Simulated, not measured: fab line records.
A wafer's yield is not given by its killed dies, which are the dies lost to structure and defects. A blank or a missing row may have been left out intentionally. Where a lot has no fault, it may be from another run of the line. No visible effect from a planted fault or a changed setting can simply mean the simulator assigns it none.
fab line records :: flow gf180mcu
record
  lots=6
  wafers=18
  last_day=32
route steps=602 shown V3@433
lots with no fault: from the same line, run without faults
start_h: hours from the record's first day to the start of the lot's first wafer shown :: wait_h: how many hours have passed since the lot's step before this one :: " unchanged from the row above :: L1.1+2: one row covering several wafers at once :: - no value, or no start was given :: * or withheld: withheld :: < > ~ a bound
route shown NAME@n: a module of which the file shows steps, and the number in the route of the first :: usual: the fault-free wafers' mean and standard deviation :: same: alike in all rows :: chamber/n: place in a boat :: sites: each site's reading :: _std_site: their standard deviation :: _edge_site: inner sites' mean taken away from outer sites' mean :: radius_mm: how far each site lies from the wafer's centre :: mask NAME#n: copy n :: behind: the last tool/chamber to shape the wafer :: hold: reason for holding the lot/hours on hold/outcome of the hold :: device: which transistor (n, p or np) failed to switch :: end of line: tests of these same wafers at the route's end :: where a step has no rows: the recipe by itself :: killed: count of dies lost to structure and defects at first sort (not the wafer's yield) :: map: per-die view of a wafer (x killed, . not killed, _ where there is no die)
set.NAME: the setting that was run; set.NAME@STEP: the one run at that earlier step :: model.NAME: the simulator's own value behind a step, which no gauge read
lots at some steps of the route; a table a step, a row a wafer
services: the hour from which a tool's chamber was out of use, counted from the record's first day as start_h (under 0 if before that day), plus the number of hours and why
## steps
# step GF_V3_CMP_04
# recipe
  material=SiO2
  down_force_psi=4
  platen_rpm=60
  pad_velocity_m_s=0.94248
# usual
  motor_current_A=12.2/1.1
  platen_rpm=60.00/0.041
  time_to_endpoint_s=79/5.4
lot.wafer: L374.3
tool: cmp-02
chamber: 0
start_h: 490.24
wait_h: 0.1
motor_current_A: 10.8
platen_rpm: 60.07
time_to_endpoint_s: 83

lot.wafer: L374.1
tool: cmp-02
chamber: 1
start_h: 490.24
wait_h: 0.1
motor_current_A: 13.2
platen_rpm: 60.00
time_to_endpoint_s: 68

lot.wafer: L374.6
tool: cmp-02
chamber: 0
start_h: 490.24
wait_h: 0.1
motor_current_A: 10.6
platen_rpm: 59.95
time_to_endpoint_s: 78

lot.wafer: L380.3
tool: cmp-01
chamber: 1
start_h: 549.56
wait_h: 0.1
motor_current_A: 11.5
platen_rpm: 59.96
time_to_endpoint_s: 70

lot.wafer: L380.1
tool: cmp-01
chamber: 3
start_h: 549.56
wait_h: 0.1
motor_current_A: 10.2
platen_rpm: 59.98
time_to_endpoint_s: 72

lot.wafer: L380.6
tool: cmp-01
chamber: 0
start_h: 549.56
wait_h: 0.1
motor_current_A: 14.0
platen_rpm: 60.08
time_to_endpoint_s: 79

lot.wafer: L383.4
tool: cmp-02
chamber: 1
start_h: 567.24
wait_h: 0.1
motor_current_A: 13.0
platen_rpm: 60.05
time_to_endpoint_s: 76

lot.wafer: L383.2
tool: cmp-02
chamber: 3
start_h: 567.24
wait_h: 0.1
motor_current_A: 12.0
platen_rpm: 59.94
time_to_endpoint_s: 79

lot.wafer: L383.5
tool: cmp-02
chamber: 0
start_h: 567.24
wait_h: 0.1
motor_current_A: 10.6
platen_rpm: 60.01
time_to_endpoint_s: 90

lot.wafer: L389.3
tool: cmp-01
chamber: 2
start_h: 610.18
wait_h: 0.1
motor_current_A: 13.0
platen_rpm: 59.98
time_to_endpoint_s: 77

lot.wafer: L389.4
tool: cmp-01
chamber: 0
start_h: 610.18
wait_h: 0.1
motor_current_A: 13.9
platen_rpm: 59.88
time_to_endpoint_s: 89

lot.wafer: L389.5
tool: cmp-01
chamber: 1
start_h: 610.18
wait_h: 0.1
motor_current_A: 11.8
platen_rpm: 59.96
time_to_endpoint_s: 74

lot.wafer: L390.2
tool: cmp-02
chamber: 1
start_h: 614.15
wait_h: 0.1
motor_current_A: 12.8
platen_rpm: 59.99
time_to_endpoint_s: 76

lot.wafer: L390.4
tool: cmp-02
chamber: 2
start_h: 614.15
wait_h: 0.1
motor_current_A: 12.5
platen_rpm: 60.01
time_to_endpoint_s: 90

lot.wafer: L390.6
tool: cmp-02
chamber: 0
start_h: 614.15
wait_h: 0.1
motor_current_A: 10.2
platen_rpm: 59.92
time_to_endpoint_s: 76

lot.wafer: L391.1
tool: cmp-01
chamber: 1
start_h: 620.91
wait_h: 0.1
motor_current_A: 11.2
platen_rpm: 59.98
time_to_endpoint_s: 68

lot.wafer: L391.4
tool: cmp-01
chamber: 2
start_h: 620.91
wait_h: 0.1
motor_current_A: 12.2
platen_rpm: 59.99
time_to_endpoint_s: 74

lot.wafer: L391.5
tool: cmp-01
chamber: 0
start_h: 620.91
wait_h: 0.1
motor_current_A: 14.3
platen_rpm: 60.00
time_to_endpoint_s: 92
# step GF_V3_BOW_MEAS_05
# recipe
  mode=bow
# usual
  V3_BOW=117/8.9
lot.wafer: L374.1
tool: film_metro-02
chamber: -
start_h: 490.49
wait_h: 0.1
V3_BOW[um]: 128

lot.wafer: L374.3
tool: film_metro-02
chamber: -
start_h: 490.49
wait_h: 0.1
V3_BOW[um]: 118

lot.wafer: L374.6
tool: film_metro-02
chamber: -
start_h: 490.49
wait_h: 0.1
V3_BOW[um]: 96

lot.wafer: L380.1
tool: film_metro-01
chamber: -
start_h: 549.81
wait_h: 0.1
V3_BOW[um]: 121

lot.wafer: L380.3
tool: film_metro-01
chamber: -
start_h: 549.81
wait_h: 0.1
V3_BOW[um]: 123

lot.wafer: L380.6
tool: film_metro-01
chamber: -
start_h: 549.81
wait_h: 0.1
V3_BOW[um]: 124

lot.wafer: L383.2
tool: film_metro-01
chamber: -
start_h: 567.51
wait_h: 0.1
V3_BOW[um]: 111

lot.wafer: L383.4
tool: film_metro-01
chamber: -
start_h: 567.51
wait_h: 0.1
V3_BOW[um]: 105

lot.wafer: L383.5
tool: film_metro-01
chamber: -
start_h: 567.51
wait_h: 0.1
V3_BOW[um]: 111

lot.wafer: L389.3
tool: film_metro-02
chamber: -
start_h: 610.47
wait_h: 0.2
V3_BOW[um]: 131

lot.wafer: L389.4
tool: film_metro-02
chamber: -
start_h: 610.47
wait_h: 0.2
V3_BOW[um]: 113

lot.wafer: L389.5
tool: film_metro-02
chamber: -
start_h: 610.47
wait_h: 0.2
V3_BOW[um]: 127

lot.wafer: L390.2
tool: film_metro-04
chamber: -
start_h: 614.37
wait_h: 0.2
V3_BOW[um]: 118

lot.wafer: L390.4
tool: film_metro-04
chamber: -
start_h: 614.37
wait_h: 0.2
V3_BOW[um]: 110

lot.wafer: L390.6
tool: film_metro-04
chamber: -
start_h: 614.37
wait_h: 0.2
V3_BOW[um]: 120

lot.wafer: L391.1
tool: film_metro-04
chamber: -
start_h: 621.11
wait_h: 0.1
V3_BOW[um]: 128

lot.wafer: L391.4
tool: film_metro-04
chamber: -
start_h: 621.11
wait_h: 0.1
V3_BOW[um]: 115

lot.wafer: L391.5
tool: film_metro-04
chamber: -
start_h: 621.11
wait_h: 0.1
V3_BOW[um]: 117
# step GF_V3_DEHYDRATE_06
# recipe
  temp_c=200
  time_s=60
# step GF_V3_HMDS_07
# recipe
  prime_time_s=60
  prime_temp_c=120
# step GF_V3_COAT_08
# recipe
  resist=BARC
  temp_c=withheld
  time_s=withheld
  spin_rpm=withheld
  resist_thk_nm=withheld
# step GF_V3_COAT_09
# recipe
  resist=KrF
  spin_rpm=withheld
  resist_thk_nm=1000
# step GF_V3_SOFTBAKE_10
# recipe
  temp_c=130
  time_s=60
  resist=KrF
# step GF_V3_EXPOSE_11
# recipe
  mask_id=Via3
  target_cd_nm=260
  na=0.68
  source_shape=conventional
  sigma_outer=0.6
  dose_mj=38
# step GF_V3_PEB_12
# recipe
  peb_temp_c=135
  peb_time_s=90
  resist=KrF
# step GF_V3_DEVELOP_13
# recipe
  develop_time_s=60
  resist=KrF
  dev_temp_c=21
# step GF_V3_CD_MEAS_14
# recipe
  target_cd_nm=260
# usual
  cd_nm=259.5/1.2
lot.wafer: L374.1
tool: cd_sem-01
chamber: -
start_h: 513.87
wait_h: 0.1
cd_nm: 259.3

lot.wafer: L374.3
tool: cd_sem-01
chamber: -
start_h: 513.87
wait_h: 0.1
cd_nm: 259.7

lot.wafer: L374.6
tool: cd_sem-01
chamber: -
start_h: 513.87
wait_h: 0.1
cd_nm: 259.2

lot.wafer: L380.1
tool: cd_sem-01
chamber: -
start_h: 571.52
wait_h: 0.1
cd_nm: 260.5

lot.wafer: L380.3
tool: cd_sem-01
chamber: -
start_h: 571.52
wait_h: 0.1
cd_nm: 261.4

lot.wafer: L380.6
tool: cd_sem-01
chamber: -
start_h: 571.52
wait_h: 0.1
cd_nm: 260.3

lot.wafer: L383.2
tool: cd_sem-02
chamber: -
start_h: 589.49
wait_h: 0.1
cd_nm: 260.5

lot.wafer: L383.4
tool: cd_sem-02
chamber: -
start_h: 589.49
wait_h: 0.1
cd_nm: 261.1

lot.wafer: L383.5
tool: cd_sem-02
chamber: -
start_h: 589.49
wait_h: 0.1
cd_nm: 260.1

lot.wafer: L389.3
tool: cd_sem-01
chamber: -
start_h: 630.81
wait_h: 0.1
cd_nm: 258.9

lot.wafer: L389.4
tool: cd_sem-01
chamber: -
start_h: 630.81
wait_h: 0.1
cd_nm: 258.8

lot.wafer: L389.5
tool: cd_sem-01
chamber: -
start_h: 630.81
wait_h: 0.1
cd_nm: 260.1

lot.wafer: L390.2
tool: cd_sem-02
chamber: -
start_h: 634.79
wait_h: 0.1
cd_nm: 259.4

lot.wafer: L390.4
tool: cd_sem-02
chamber: -
start_h: 634.79
wait_h: 0.1
cd_nm: 257.7

lot.wafer: L390.6
tool: cd_sem-02
chamber: -
start_h: 634.79
wait_h: 0.1
cd_nm: 259.7

lot.wafer: L391.1
tool: cd_sem-02
chamber: -
start_h: 641.96
wait_h: 0.1
cd_nm: 258.2

lot.wafer: L391.4
tool: cd_sem-02
chamber: -
start_h: 641.96
wait_h: 0.1
cd_nm: 259.4

lot.wafer: L391.5
tool: cd_sem-02
chamber: -
start_h: 641.96
wait_h: 0.1
cd_nm: 259.1
# step GF_V3_OVL_MEAS_15
# usual
  V3_OVL=-1/4.9
lot.wafer: L374.1
tool: overlay-02
chamber: -
start_h: 513.99
wait_h: 0.1
V3_OVL[nm]: 15

lot.wafer: L374.3
tool: overlay-02
chamber: -
start_h: 513.99
wait_h: 0.1
V3_OVL[nm]: 4

lot.wafer: L374.6
tool: overlay-02
chamber: -
start_h: 513.99
wait_h: 0.1
V3_OVL[nm]: 7

lot.wafer: L380.1
tool: overlay-01
chamber: -
start_h: 571.64
wait_h: 0.1
V3_OVL[nm]: -6

lot.wafer: L380.3
tool: overlay-01
chamber: -
start_h: 571.64
wait_h: 0.1
V3_OVL[nm]: -6

lot.wafer: L380.6
tool: overlay-01
chamber: -
start_h: 571.64
wait_h: 0.1
V3_OVL[nm]: -2

lot.wafer: L383.2
tool: overlay-02
chamber: -
start_h: 589.59
wait_h: 0.1
V3_OVL[nm]: 6

lot.wafer: L383.4
tool: overlay-02
chamber: -
start_h: 589.59
wait_h: 0.1
V3_OVL[nm]: -6

lot.wafer: L383.5
tool: overlay-02
chamber: -
start_h: 589.59
wait_h: 0.1
V3_OVL[nm]: -3

lot.wafer: L389.3
tool: overlay-01
chamber: -
start_h: 630.90
wait_h: 0.1
V3_OVL[nm]: 5

lot.wafer: L389.4
tool: overlay-01
chamber: -
start_h: 630.90
wait_h: 0.1
V3_OVL[nm]: 1

lot.wafer: L389.5
tool: overlay-01
chamber: -
start_h: 630.90
wait_h: 0.1
V3_OVL[nm]: -3

lot.wafer: L390.2
tool: overlay-02
chamber: -
start_h: 634.89
wait_h: 0.1
V3_OVL[nm]: -3

lot.wafer: L390.4
tool: overlay-02
chamber: -
start_h: 634.89
wait_h: 0.1
V3_OVL[nm]: 3

lot.wafer: L390.6
tool: overlay-02
chamber: -
start_h: 634.89
wait_h: 0.1
V3_OVL[nm]: 2

lot.wafer: L391.1
tool: overlay-02
chamber: -
start_h: 642.08
wait_h: 0.1
V3_OVL[nm]: 9

lot.wafer: L391.4
tool: overlay-02
chamber: -
start_h: 642.08
wait_h: 0.1
V3_OVL[nm]: 3

lot.wafer: L391.5
tool: overlay-02
chamber: -
start_h: 642.08
wait_h: 0.1
V3_OVL[nm]: 1
# step GF_V3_ETCH_16
# recipe
  chemistry=N2/H2
  target_depth_a=withheld
  overetch_a=withheld
  time_s=withheld
  target=BARC
  ion_energy_ev=200
  source_w=500
  bias_w=100
  pressure_mtorr=30
  n2_flow_sccm=100
  h2_flow_sccm=200
# usual
  bias_w=100.0/0.33
  chamber_pressure_mTorr=29.999/0.028
  drypump_motor_current_A=5.8/0.51
  n2_flow_sccm=100.00/0.27
  oes_product_au=0.855/0.0046
  throttle_valve_pct=13.225/0.0099
lot.wafer: L374.1
tool: rie_diel-02
chamber: 0
start_h: 514.03
wait_h: 0.0
bias_w: 100.5
chamber_pressure_mTorr: 29.972
drypump_motor_current_A: 5.7
n2_flow_sccm: 100.14
oes_product_au: 0.852
throttle_valve_pct: 13.238

lot.wafer: L374.3
tool: rie_diel-02
chamber: 1
start_h: 514.03
wait_h: 0.0
bias_w: 100.5
chamber_pressure_mTorr: 30.016
drypump_motor_current_A: 6.4
n2_flow_sccm: 99.70
oes_product_au: 0.858
throttle_valve_pct: 13.226

lot.wafer: L374.6
tool: rie_diel-02
chamber: 2
start_h: 514.03
wait_h: 0.0
bias_w: 100.0
chamber_pressure_mTorr: 30.012
drypump_motor_current_A: 6.0
n2_flow_sccm: 100.05
oes_product_au: 0.861
throttle_valve_pct: 13.208

lot.wafer: L380.1
tool: rie_diel-04
chamber: 1
start_h: 571.67
wait_h: 0.0
bias_w: 100.1
chamber_pressure_mTorr: 29.969
drypump_motor_current_A: 6.2
n2_flow_sccm: 99.80
oes_product_au: 0.851
throttle_valve_pct: 13.209

lot.wafer: L380.3
tool: rie_diel-04
chamber: 0
start_h: 571.67
wait_h: 0.0
bias_w: 100.4
chamber_pressure_mTorr: 30.039
drypump_motor_current_A: 5.2
n2_flow_sccm: 100.08
oes_product_au: 0.860
throttle_valve_pct: 13.227

lot.wafer: L380.6
tool: rie_diel-04
chamber: 3
start_h: 571.67
wait_h: 0.0
bias_w: 99.8
chamber_pressure_mTorr: 30.004
drypump_motor_current_A: 5.2
n2_flow_sccm: 99.99
oes_product_au: 0.852
throttle_valve_pct: 13.225

lot.wafer: L383.2
tool: rie_diel-04
chamber: 0
start_h: 589.62
wait_h: 0.0
bias_w: 100.3
chamber_pressure_mTorr: 30.010
drypump_motor_current_A: 5.2
n2_flow_sccm: 99.61
oes_product_au: 0.851
throttle_valve_pct: 13.214

lot.wafer: L383.4
tool: rie_diel-04
chamber: 3
start_h: 589.62
wait_h: 0.0
bias_w: 99.9
chamber_pressure_mTorr: 30.025
drypump_motor_current_A: 5.2
n2_flow_sccm: 100.06
oes_product_au: 0.856
throttle_valve_pct: 13.223

lot.wafer: L383.5
tool: rie_diel-04
chamber: 3
start_h: 589.62
wait_h: 0.0
bias_w: 99.7
chamber_pressure_mTorr: 30.015
drypump_motor_current_A: 5.3
n2_flow_sccm: 99.69
oes_product_au: 0.857
throttle_valve_pct: 13.225

lot.wafer: L389.3
tool: rie_diel-02
chamber: 1
start_h: 630.92
wait_h: 0.0
bias_w: -
chamber_pressure_mTorr: -
drypump_motor_current_A: -
n2_flow_sccm: -
oes_product_au: -
throttle_valve_pct: -

lot.wafer: L389.4
tool: rie_diel-02
chamber: 0
start_h: 630.92
wait_h: 0.0
bias_w: -
chamber_pressure_mTorr: -
drypump_motor_current_A: -
n2_flow_sccm: -
oes_product_au: -
throttle_valve_pct: -

lot.wafer: L389.5
tool: rie_diel-02
chamber: 2
start_h: 630.92
wait_h: 0.0
bias_w: -
chamber_pressure_mTorr: -
drypump_motor_current_A: -
n2_flow_sccm: -
oes_product_au: -
throttle_valve_pct: -

lot.wafer: L390.2
tool: rie_diel-02
chamber: 3
start_h: 634.92
wait_h: 0.0
bias_w: -
chamber_pressure_mTorr: -
drypump_motor_current_A: -
n2_flow_sccm: -
oes_product_au: -
throttle_valve_pct: -

lot.wafer: L390.4
tool: rie_diel-02
chamber: 2
start_h: 634.92
wait_h: 0.0
bias_w: -
chamber_pressure_mTorr: -
drypump_motor_current_A: -
n2_flow_sccm: -
oes_product_au: -
throttle_valve_pct: -

lot.wafer: L390.6
tool: rie_diel-02
chamber: 1
start_h: 634.92
wait_h: 0.0
bias_w: -
chamber_pressure_mTorr: -
drypump_motor_current_A: -
n2_flow_sccm: -
oes_product_au: -
throttle_valve_pct: -

lot.wafer: L391.1
tool: rie_diel-01
chamber: 0
start_h: 642.12
wait_h: 0.0
bias_w: 99.9
chamber_pressure_mTorr: 29.948
drypump_motor_current_A: 6.2
n2_flow_sccm: 100.33
oes_product_au: 0.858
throttle_valve_pct: 13.241

lot.wafer: L391.4
tool: rie_diel-01
chamber: 1
start_h: 642.12
wait_h: 0.0
bias_w: 99.8
chamber_pressure_mTorr: 29.980
drypump_motor_current_A: 6.3
n2_flow_sccm: 100.50
oes_product_au: 0.853
throttle_valve_pct: 13.226

lot.wafer: L391.5
tool: rie_diel-01
chamber: 0
start_h: 642.12
wait_h: 0.0
bias_w: 99.6
chamber_pressure_mTorr: 30.036
drypump_motor_current_A: 6.2
n2_flow_sccm: 100.07
oes_product_au: 0.859
throttle_valve_pct: 13.224
# step GF_V3_ETCH_17
# recipe
  chemistry=C4F8/O2/Ar
  mask_material=KrF
  target=SiO2
  stop_on=TiN
  source_w=1500
  bias_w=1200
  pressure_mtorr=40
  c4f8_flow_sccm=withheld
  O2_flow_sccm=6
  Ar_flow_sccm=300
  time_s=withheld
  target_depth_a=6350
# usual
  bias_w=1201/3.6
  chamber_pressure_mTorr=39.99/0.043
  oes_product_au=0.856/0.0043
lot.wafer: L374.1
tool: rie_diel-02
chamber: 0
start_h: -
wait_h: -
bias_w: 1196
chamber_pressure_mTorr: 40.04
oes_product_au: 0.865

lot.wafer: L374.3
tool: rie_diel-02
chamber: 1
start_h: -
wait_h: -
bias_w: 1202
chamber_pressure_mTorr: 39.98
oes_product_au: 0.857

lot.wafer: L374.6
tool: rie_diel-02
chamber: 2
start_h: -
wait_h: -
bias_w: 1198
chamber_pressure_mTorr: 40.01
oes_product_au: 0.860

lot.wafer: L380.1
tool: rie_diel-04
chamber: 1
start_h: -
wait_h: -
bias_w: 1205
chamber_pressure_mTorr: 40.02
oes_product_au: 0.849

lot.wafer: L380.3
tool: rie_diel-04
chamber: 0
start_h: -
wait_h: -
bias_w: 1193
chamber_pressure_mTorr: 39.98
oes_product_au: 0.859

lot.wafer: L380.6
tool: rie_diel-04
chamber: 3
start_h: -
wait_h: -
bias_w: 1204
chamber_pressure_mTorr: 39.98
oes_product_au: 0.855

lot.wafer: L383.2
tool: rie_diel-04
chamber: 0
start_h: -
wait_h: -
bias_w: 1204
chamber_pressure_mTorr: 40.00
oes_product_au: 0.855

lot.wafer: L383.4
tool: rie_diel-04
chamber: 3
start_h: -
wait_h: -
bias_w: 1197
chamber_pressure_mTorr: 40.06
oes_product_au: 0.855

lot.wafer: L383.5
tool: rie_diel-04
chamber: 3
start_h: -
wait_h: -
bias_w: 1203
chamber_pressure_mTorr: 39.93
oes_product_au: 0.853

lot.wafer: L389.3
tool: rie_diel-02
chamber: 1
start_h: -
wait_h: -
bias_w: 1203
chamber_pressure_mTorr: 40.09
oes_product_au: 0.370

lot.wafer: L389.4
tool: rie_diel-02
chamber: 0
start_h: -
wait_h: -
bias_w: 1199
chamber_pressure_mTorr: 40.00
oes_product_au: 0.378

lot.wafer: L389.5
tool: rie_diel-02
chamber: 2
start_h: -
wait_h: -
bias_w: 1197
chamber_pressure_mTorr: 40.04
oes_product_au: 0.374

lot.wafer: L390.2
tool: rie_diel-02
chamber: 3
start_h: -
wait_h: -
bias_w: 1202
chamber_pressure_mTorr: 39.96
oes_product_au: 0.378

lot.wafer: L390.4
tool: rie_diel-02
chamber: 2
start_h: -
wait_h: -
bias_w: 1198
chamber_pressure_mTorr: 39.96
oes_product_au: 0.374

lot.wafer: L390.6
tool: rie_diel-02
chamber: 1
start_h: -
wait_h: -
bias_w: 1206
chamber_pressure_mTorr: 40.04
oes_product_au: 0.369

lot.wafer: L391.1
tool: rie_diel-01
chamber: 0
start_h: -
wait_h: -
bias_w: 1200
chamber_pressure_mTorr: 39.96
oes_product_au: 0.854

lot.wafer: L391.4
tool: rie_diel-01
chamber: 1
start_h: -
wait_h: -
bias_w: 1204
chamber_pressure_mTorr: 40.03
oes_product_au: 0.861

lot.wafer: L391.5
tool: rie_diel-01
chamber: 0
start_h: -
wait_h: -
bias_w: 1200
chamber_pressure_mTorr: 39.99
oes_product_au: 0.855
# step GF_V3_STRIP_18
# recipe
  chemistry=O2/N2
  power_w=1400
  pressure_mtorr=1500
  platen_temp_c=250
  o2_flow_sccm=3000
  n2_flow_sccm=300
  overash_fraction=0.5
# usual
  drypump_motor_current_A=5.34/0.3
  heater_power_w=357/53
  n2_flow_sccm=300.1/0.82
  oes_product_au=0.593/0.0051
lot.wafer: L374.1
tool: plasma_asher-04
chamber: 0
start_h: 514.15
wait_h: -
drypump_motor_current_A: 5.51
heater_power_w: 387
n2_flow_sccm: 300.0
oes_product_au: 0.593
rf_hours_counter_h: 73

lot.wafer: L374.3
tool: plasma_asher-04
chamber: 0
start_h: 514.15
wait_h: -
drypump_motor_current_A: 5.52
heater_power_w: 391
n2_flow_sccm: 300.8
oes_product_au: 0.584
rf_hours_counter_h: -

lot.wafer: L374.6
tool: plasma_asher-04
chamber: 0
start_h: 514.15
wait_h: -
drypump_motor_current_A: 5.52
heater_power_w: 387
n2_flow_sccm: 300.9
oes_product_au: 0.601
rf_hours_counter_h: -

lot.wafer: L380.1
tool: plasma_asher-03
chamber: 1
start_h: 571.80
wait_h: -
drypump_motor_current_A: 5.36
heater_power_w: 321
n2_flow_sccm: 301.1
oes_product_au: 0.598
rf_hours_counter_h: 45

lot.wafer: L380.3
tool: plasma_asher-03
chamber: 1
start_h: 571.80
wait_h: -
drypump_motor_current_A: 5.35
heater_power_w: 331
n2_flow_sccm: 300.5
oes_product_au: 0.594
rf_hours_counter_h: -

lot.wafer: L380.6
tool: plasma_asher-03
chamber: 1
start_h: 571.80
wait_h: -
drypump_motor_current_A: 5.37
heater_power_w: 326
n2_flow_sccm: 300.6
oes_product_au: 0.584
rf_hours_counter_h: -

lot.wafer: L383.2
tool: plasma_asher-04
chamber: 1
start_h: 589.75
wait_h: -
drypump_motor_current_A: 4.92
heater_power_w: 327
n2_flow_sccm: 298.7
oes_product_au: 0.594
rf_hours_counter_h: 80

lot.wafer: L383.4
tool: plasma_asher-04
chamber: 0
start_h: 589.75
wait_h: -
drypump_motor_current_A: 5.54
heater_power_w: 387
n2_flow_sccm: 301.7
oes_product_au: 0.589
rf_hours_counter_h: -

lot.wafer: L383.5
tool: plasma_asher-04
chamber: 1
start_h: 589.75
wait_h: -
drypump_motor_current_A: 4.94
heater_power_w: 330
n2_flow_sccm: 300.0
oes_product_au: 0.593
rf_hours_counter_h: -

lot.wafer: L389.3
tool: plasma_asher-04
chamber: 1
start_h: 631.08
wait_h: -
drypump_motor_current_A: 4.93
heater_power_w: 339
n2_flow_sccm: 298.3
oes_product_au: 0.607
rf_hours_counter_h: -

lot.wafer: L389.4
tool: plasma_asher-04
chamber: 0
start_h: 631.08
wait_h: -
drypump_motor_current_A: 5.56
heater_power_w: 388
n2_flow_sccm: 298.6
oes_product_au: 0.615
rf_hours_counter_h: -

lot.wafer: L389.5
tool: plasma_asher-04
chamber: 1
start_h: 631.08
wait_h: -
drypump_motor_current_A: 4.91
heater_power_w: 334
n2_flow_sccm: 299.3
oes_product_au: 0.619
rf_hours_counter_h: -

lot.wafer: L390.2
tool: plasma_asher-03
chamber: 1
start_h: 635.05
wait_h: -
drypump_motor_current_A: 5.34
heater_power_w: 318
n2_flow_sccm: 300.9
oes_product_au: 0.598
rf_hours_counter_h: 51

lot.wafer: L390.4
tool: plasma_asher-03
chamber: 0
start_h: 635.05
wait_h: -
drypump_motor_current_A: 5.03
heater_power_w: 430
n2_flow_sccm: 299.0
oes_product_au: 0.607
rf_hours_counter_h: -

lot.wafer: L390.6
tool: plasma_asher-03
chamber: 1
start_h: 635.05
wait_h: -
drypump_motor_current_A: 5.37
heater_power_w: 328
n2_flow_sccm: 300.3
oes_product_au: 0.598
rf_hours_counter_h: -

lot.wafer: L391.1
tool: plasma_asher-04
chamber: 1
start_h: 642.25
wait_h: -
drypump_motor_current_A: 4.92
heater_power_w: 321
n2_flow_sccm: 300.0
oes_product_au: 0.589
rf_hours_counter_h: 85

lot.wafer: L391.4
tool: plasma_asher-04
chamber: 1
start_h: 642.25
wait_h: -
drypump_motor_current_A: 4.92
heater_power_w: 330
n2_flow_sccm: 301.0
oes_product_au: 0.598
rf_hours_counter_h: -

lot.wafer: L391.5
tool: plasma_asher-04
chamber: 0
start_h: 642.25
wait_h: -
drypump_motor_current_A: 5.55
heater_power_w: 387
n2_flow_sccm: 299.3
oes_product_au: 0.590
rf_hours_counter_h: -
# step GF_V3_STRIP_19
# recipe
  chemistry=post_etch_residue_remover
  time_s=1200
  temp_c=72.5
## services
tool: rie_diel-01
chamber: 1
start_h: 478.35
hours: 13.3
kind: repair

tool: rie_diel-04
chamber: 2
start_h: 479.84
hours: 4.1
kind: repair

tool: cmp-01
chamber: -
start_h: 485.75
hours: 0.5
kind: repair

tool: rie_diel-04
chamber: 1
start_h: 500.91
hours: 4.5
kind: repair

tool: rie_diel-04
chamber: 0
start_h: 502.93
hours: 2.5
kind: repair

tool: plasma_asher-04
chamber: -
start_h: 518.75
hours: 2.1
kind: repair

tool: rie_diel-01
chamber: 3
start_h: 527.19
hours: 1.3
kind: repair

tool: plasma_asher-04
chamber: -
start_h: 536.85
hours: 2.8
kind: pm

tool: rie_diel-01
chamber: -
start_h: 538.57
hours: 0.5
kind: repair

tool: rie_diel-02
chamber: 0
start_h: 550.44
hours: 5.9
kind: repair

tool: cmp-02
chamber: -
start_h: 557.79
hours: 5.1
kind: pm

tool: cmp-02
chamber: -
start_h: 572.00
hours: 4.0
kind: pm

tool: cmp-02
chamber: -
start_h: 576.00
hours: -
kind: consumable_replace:conditioner

tool: cmp-02
chamber: -
start_h: 576.00
hours: -
kind: consumable_replace:pad

tool: rie_diel-02
chamber: 1
start_h: 579.59
hours: -
kind: clean

tool: rie_diel-02
chamber: 1
start_h: 579.59
hours: 17.5
kind: scheduled_down

tool: rie_diel-02
chamber: 1
start_h: 579.59
hours: 17.5
kind: vent_cycle

tool: cmp-02
chamber: -
start_h: 597.93
hours: 15.6
kind: pm

tool: cmp-02
chamber: -
start_h: 614.78
hours: 1.0
kind: repair

tool: rie_diel-01
chamber: -
start_h: 630.71
hours: 0.2
kind: repair

tool: rie_diel-04
chamber: 0
start_h: 630.93
hours: 14.2
kind: repair

tool: cmp-01
chamber: -
start_h: 633.03
hours: 0.3
kind: repair
## key
first_sign
  step=GF_V3_ETCH_16
  reading=tool_record
  direction=missing
effect
  step=GF_V3_ETCH_17
  reading=oes_product_au
  direction=down
  sigmas=99+
  usual=0.856
  struck=0.374
effect
  step=GF_V3_STRIP_18
  reading=oes_product_au
  direction=up
  sigmas=2.9
  usual=0.593
  struck=0.607
met_at GF_V3_ETCH_16
struck_wafers L389.3,L389.4,L389.5,L390.2,L390.4,L390.6
later_rows_left_out L389.3,L389.4,L389.5,L390.2,L390.4,L390.6
sort_left_out L389.3,L389.4,L389.5,L390.2,L390.4,L390.6
onset_between 514.03 630.92
fault
  kind=skipped_step_whole
  tool=rie_diel-02
  chamber=-
  onset_h=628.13
  steps=GF_V3_ETCH_16
  scope=struck_lots_only
# sort_left_out: the simulated sort isn't trusted on such a fault, so these wafers' sort isn't shown, and their yield isn't known
# later_rows_left_out: the simulator's readings of these wafers behind a module that went badly wrong aren't trusted and aren't shown, but for the sort
